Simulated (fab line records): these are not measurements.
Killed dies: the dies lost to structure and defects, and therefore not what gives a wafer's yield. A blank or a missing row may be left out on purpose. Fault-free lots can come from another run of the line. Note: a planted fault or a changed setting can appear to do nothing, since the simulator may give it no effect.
fab line records	flow sky130
record: lots: 14	wafers: 42	last_day: 49
route steps=708 shown VT_ADJUST_LVTN@106 VT_ADJUST_NCORE@130 VT_ADJUST_HVTR@139 SONOS_TUNNEL@164
lots untouched by any fault: they come from a run of this same line in which no faults occurred
start_h: hours from the record's first day to the start of the lot's first wafer shown	wait_h: hours since the lot's step before	" identical to the entry in the row above	L1.1+2: a row that stands for several wafers	- no value, or no start given	* or withheld: withheld	< > ~ a bound
route shown NAME@n: NAME is a module with steps in the file, n the number in the route of the first one	usual: mean and standard deviation over wafers with no fault	same: alike in all rows	chamber/n: place in a boat	sites: per-site readings	_std_site: their standard deviation	_edge_site: outer sites' mean less inner sites'	radius_mm: how far each site lies from the wafer's centre	mask NAME#n: copy n	behind: the most recent tool/chamber to have shaped the wafer	hold: cause of the lot's hold/its duration in hours/its outcome	device: which transistor (n, p or np) failed to switch	end of line: the route-end tests of the same wafers	a step without rows: its recipe alone	killed: dies lost to structure and defects at the first sort, not the wafer's yield	map: shows each die of a wafer: x if killed, . if not, _ if none is there
set.NAME: the run value of the setting; set.NAME@STEP: its run value at that earlier step	model.NAME: the simulator's own value behind a step, which no gauge read
one table for each step of the route and one row for each wafer, over a sample of lots
services: when a tool's chamber went out of use (start_h, in hours from the record's first day, below 0 if earlier), for how many hours, and the reason
== steps ==
step: SKY_VT_ADJUST_LVTN_STRIP_09
recipe: chemistry: O2/N2	power_w: 1400	pressure_mtorr: 1500	platen_temp_c: withheld	o2_flow_sccm: 3000	n2_flow_sccm: 300	overash_fraction: 0.5
usual: drypump_motor_current_A: 5.8/0.5	oes_product_au: 0.722/0.0041	strip_time_to_endpoint_s: 36.70/0.1
lot.wafer	tool	chamber	start_h	wait_h	drypump_motor_current_A	oes_product_au	rf_hours_counter_h	strip_time_to_endpoint_s
L716.2	plasma_asher-03	1	139.21	0.1	6.5	0.719	45	36.72
L716.3	"	1	"	"	6.5	0.719	-	36.57
L716.4	"	0	"	"	5.8	0.722	-	36.68
L717.3	plasma_asher-04	1	146.93	0.1	5.2	0.720	-	36.72
L717.5	"	0	"	"	6.1	0.713	-	36.76
L717.6	"	1	"	"	5.2	0.718	-	36.75
L718.3	plasma_asher-03	1	152.30	0.1	6.5	0.727	-	36.61
L718.4	"	0	"	"	5.8	0.721	-	36.70
L718.6	"	0	"	"	5.8	0.727	-	36.70
L719.2	plasma_asher-02	1	164.15	0.1	5.5	0.720	4	36.72
L719.3	"	0	"	"	5.0	0.723	-	36.84
L719.6	"	0	"	"	5.0	0.728	-	36.68
L720.1	plasma_asher-03	0	171.70	0.1	5.8	0.712	48	36.59
L720.4	"	1	"	"	6.5	0.729	-	36.67
L720.6	"	1	"	"	6.5	0.728	-	36.58
L721.1	plasma_asher-02	1	179.60	0.1	5.5	0.724	6	36.88
L721.2	"	0	"	"	5.0	0.717	6	36.87
L721.4	"	1	"	"	5.5	0.718	-	36.84
L724.2	plasma_asher-04	1	198.94	0.1	5.2	0.726	53	36.75
L724.4	"	1	"	"	5.2	0.716	-	36.80
L724.5	"	0	"	"	6.2	0.718	-	36.78
L725.4	plasma_asher-02	0	202.95	0.1	5.0	0.717	-	36.73
L725.5	"	1	"	"	5.5	0.721	-	36.78
L725.6	"	0	"	"	5.0	0.733	-	36.73
L727.1	plasma_asher-04	1	213.71	0.1	5.2	0.727	55	36.70
L727.2	"	0	"	"	6.2	0.723	55	36.79
L727.6	"	1	"	"	5.2	0.720	-	36.76
L729.1	plasma_asher-02	0	228.84	0.1	5.0	0.725	10	36.70
L729.3	"	0	"	"	5.0	0.725	-	36.71
L729.5	"	1	"	"	5.5	0.725	-	36.61
L730.2	plasma_asher-04	1	234.64	0.1	5.2	0.725	57	36.75
L730.3	"	0	"	"	6.2	0.720	-	36.64
L730.5	"	1	"	"	5.2	0.727	-	36.67
L731.2	plasma_asher-03	0	237.79	0.1	5.8	0.716	55	36.77
L731.4	"	1	"	"	6.5	0.725	-	36.60
L731.6	"	1	"	"	6.5	0.727	-	36.63
L734.1	plasma_asher-03	0	263.99	0.1	5.8	0.729	58	36.74
L734.4	"	0	"	"	5.8	0.724	-	36.72
L734.6	"	0	"	"	5.8	0.727	-	36.63
L736.3	plasma_asher-04	1	273.98	0.1	5.2	0.725	-	36.68
L736.4	"	0	"	"	6.2	0.725	-	36.64
L736.5	"	1	"	"	5.2	0.719	-	36.53
step: SKY_VT_ADJUST_NCORE_TW_MEAS_11
usual: VT_ADJUST_NCORE_TW: 218.9/1.8
lot.wafer	tool	chamber	start_h	wait_h	VT_ADJUST_NCORE_TW
L716.2	film_metro-03	-	179.93	0.1	221.4
L716.3	"	-	"	"	220.4
L716.4	"	-	"	"	220.0
L717.3	film_metro-04	-	188.58	0.1	218.2
L717.5	"	-	"	"	218.5
L717.6	"	-	"	"	217.3
L718.3	film_metro-02	-	193.04	0.1	217.7
L718.4	"	-	"	"	218.0
L718.6	"	-	"	"	217.7
L719.2	film_metro-02	-	206.97	0.1	218.0
L719.3	"	-	"	"	217.7
L719.6	"	-	"	"	218.9
L720.1	film_metro-02	-	213.52	0.1	218.6
L720.4	"	-	"	"	216.7
L720.6	"	-	"	"	218.3
L721.1	film_metro-03	-	223.61	0.1	220.1
L721.2	"	-	"	"	221.5
L721.4	"	-	"	"	221.2
L724.2	film_metro-02	-	243.27	0.1	216.6
L724.4	"	-	"	"	215.5
L724.5	"	-	"	"	216.4
L725.4	film_metro-04	-	247.70	0.1	218.2
L725.5	"	-	"	"	219.2
L725.6	"	-	"	"	219.3
L727.1	film_metro-03	-	260.11	0.1	221.1
L727.2	"	-	"	"	221.0
L727.6	"	-	"	"	220.4
L729.1	film_metro-03	-	275.62	0.1	221.3
L729.3	"	-	"	"	221.7
L729.5	"	-	"	"	220.7
L730.2	film_metro-02	-	282.63	0.1	215.5
L730.3	"	-	"	"	216.4
L730.5	"	-	"	"	216.4
L731.2	film_metro-02	-	284.77	0.1	217.8
L731.4	"	-	"	"	217.2
L731.6	"	-	"	"	216.7
L734.1	film_metro-04	-	311.66	0.1	216.1
L734.4	"	-	"	"	217.2
L734.6	"	-	"	"	216.2
L736.3	film_metro-02	-	322.73	0.1	217.4
L736.4	"	-	"	"	217.6
L736.5	"	-	"	"	216.9
step: SKY_VT_ADJUST_HVTR_OVL_MEAS_08
usual: VT_ADJUST_HVTR_OVL: 0.3/1.6
lot.wafer	tool	chamber	start_h	wait_h	VT_ADJUST_HVTR_OVL[nm]
L716.2	overlay-01	-	200.94	0.1	2.3
L716.3	"	-	"	"	0.8
L716.4	"	-	"	"	-0.3
L717.3	overlay-01	-	209.94	0.1	-0.1
L717.5	"	-	"	"	-1.5
L717.6	"	-	"	"	-0.9
L718.3	overlay-01	-	214.45	0.1	2.4
L718.4	"	-	"	"	1.9
L718.6	"	-	"	"	1.2
L719.2	overlay-01	-	228.63	0.1	1.8
L719.3	"	-	"	"	3.7
L719.6	"	-	"	"	2.4
L720.1	overlay-02	-	235.30	0.1	-1.6
L720.4	"	-	"	"	0.3
L720.6	"	-	"	"	0.0
L721.1	overlay-02	-	246.44	0.1	-0.7
L721.2	"	-	"	"	-1.7
L721.4	"	-	"	"	0.2
L724.2	overlay-02	-	265.93	0.1	-0.7
L724.4	"	-	"	"	-0.4
L724.5	"	-	"	"	0.4
L725.4	overlay-02	-	271.65	0.1	-2.2
L725.5	"	-	"	"	-0.1
L725.6	"	-	"	"	-1.4
L727.1	overlay-02	-	284.10	0.1	-0.6
L727.2	"	-	"	"	1.9
L727.6	"	-	"	"	-2.5
L729.1	overlay-02	-	299.34	0.1	-1.8
L729.3	"	-	"	"	-1.1
L729.5	"	-	"	"	1.7
L730.2	overlay-02	-	305.54	0.1	2.9
L730.3	"	-	"	"	-0.8
L730.5	"	-	"	"	1.1
L731.2	overlay-01	-	306.98	0.1	1.0
L731.4	"	-	"	"	-0.7
L731.6	"	-	"	"	0.2
L734.1	overlay-02	-	337.39	0.1	0.9
L734.4	"	-	"	"	0.3
L734.6	"	-	"	"	1.6
L736.3	overlay-01	-	347.71	0.1	0.3
L736.4	"	-	"	"	2.6
L736.5	"	-	"	"	0.5
step: SKY_SONOS_TUNNEL_WET_ETCH_10
recipe: chemistry: dHF	target_depth_nm: 14	target: SiO2	dilution: 100:1	temp_c: 25	time_s: 280
usual: run_length_s: 308/3.7
lot.wafer	tool	chamber	start_h	wait_h	run_length_s
L716.2	wet_bench-02	3	246.11	0.1	304
L716.3	"	3	"	"	304
L716.4	"	3	"	"	304
L717.3	wet_bench-01	2	255.16	0.1	308
L717.5	"	2	"	"	308
L717.6	"	2	"	"	308
L718.3	wet_bench-04	3	260.13	0.1	306
L718.4	"	3	"	"	306
L718.6	"	3	"	"	306
L719.2	wet_bench-04	0	275.61	0.1	307
L719.3	"	0	"	"	307
L719.6	"	0	"	"	307
L720.1	wet_bench-04	1	283.98	0.1	305
L720.4	"	1	"	"	305
L720.6	"	1	"	"	305
L721.1	wet_bench-02	3	295.33	0.1	312
L721.2	"	3	"	"	312
L721.4	"	3	"	"	312
L724.2	wet_bench-01	0	314.26	0.1	305
L724.4	"	0	"	"	305
L724.5	"	0	"	"	305
L725.4	wet_bench-02	3	320.91	0.1	306
L725.5	"	3	"	"	306
L725.6	"	3	"	"	306
L727.1	wet_bench-01	1	334.76	0.1	164
L727.2	"	1	"	"	164
L727.6	"	1	"	"	164
L729.1	wet_bench-01	1	351.38	0.1	157
L729.3	"	1	"	"	157
L729.5	"	1	"	"	157
L730.2	wet_bench-04	0	359.41	0.1	308
L730.3	"	0	"	"	308
L730.5	"	0	"	"	308
L731.2	wet_bench-04	2	360.38	0.1	306
L731.4	"	2	"	"	306
L731.6	"	2	"	"	306
L734.1	wet_bench-04	0	391.11	0.1	307
L734.4	"	0	"	"	307
L734.6	"	0	"	"	307
L736.3	wet_bench-04	1	401.86	0.1	312
L736.4	"	1	"	"	312
L736.5	"	1	"	"	312
== services ==
tool	chamber	start_h	hours	kind
plasma_asher-02	0	117.75	-	clean
plasma_asher-02	1	117.75	-	clean
plasma_asher-03	-	155.75	0.5	repair
plasma_asher-02	-	259.38	0.3	repair
plasma_asher-02	-	268.93	1.0	repair
wet_bench-04	-	291.59	17.1	repair
plasma_asher-02	-	295.31	2.1	repair
plasma_asher-03	-	301.64	0.8	repair
plasma_asher-02	-	329.51	6.4	repair
wet_bench-04	-	335.02	0.5	repair
plasma_asher-04	-	342.01	4.0	repair
plasma_asher-03	-	346.03	15.6	pm
plasma_asher-04	-	394.40	14.6	pm
== key ==
first_sign: step: SKY_SONOS_TUNNEL_WET_ETCH_10	reading: run_length_s	direction: down	sigmas: 40	usual: *	struck: *
effect none on later readings
met_at SKY_SONOS_TUNNEL_WET_ETCH_10
struck_lots L727,L729
sort_left_out L727.1,L727.2,L727.6,L729.1,L729.3,L729.5
tester_left_out L727,L729
not_acting_at SKY_VT_ADJUST_LVTN_STRIP_09,SKY_VT_ADJUST_NCORE_TW_MEAS_11,SKY_VT_ADJUST_HVTR_OVL_MEAS_08
onset_between 314.26 334.76
fault: kind: process_parameter_drift	tool: wet_bench-01	chamber: -	onset_h: 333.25	steps: SKY_SONOS_TUNNEL_WET_ETCH_10	channel: time_s	offset: *	shape: step	end_h: 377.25	acts_in: *	stated: *
tester_left_out: of these lots the tester's yield and bins aren't shown, on N5 and GAA mostly nor the transistor test; their killed dies are dies lost to structure and defects alone, not to doping, threshold or leakage, so they don't give the yield
sort_left_out: the simulated sort isn't trusted on such a fault, so these wafers' sort isn't shown, and their yield isn't known
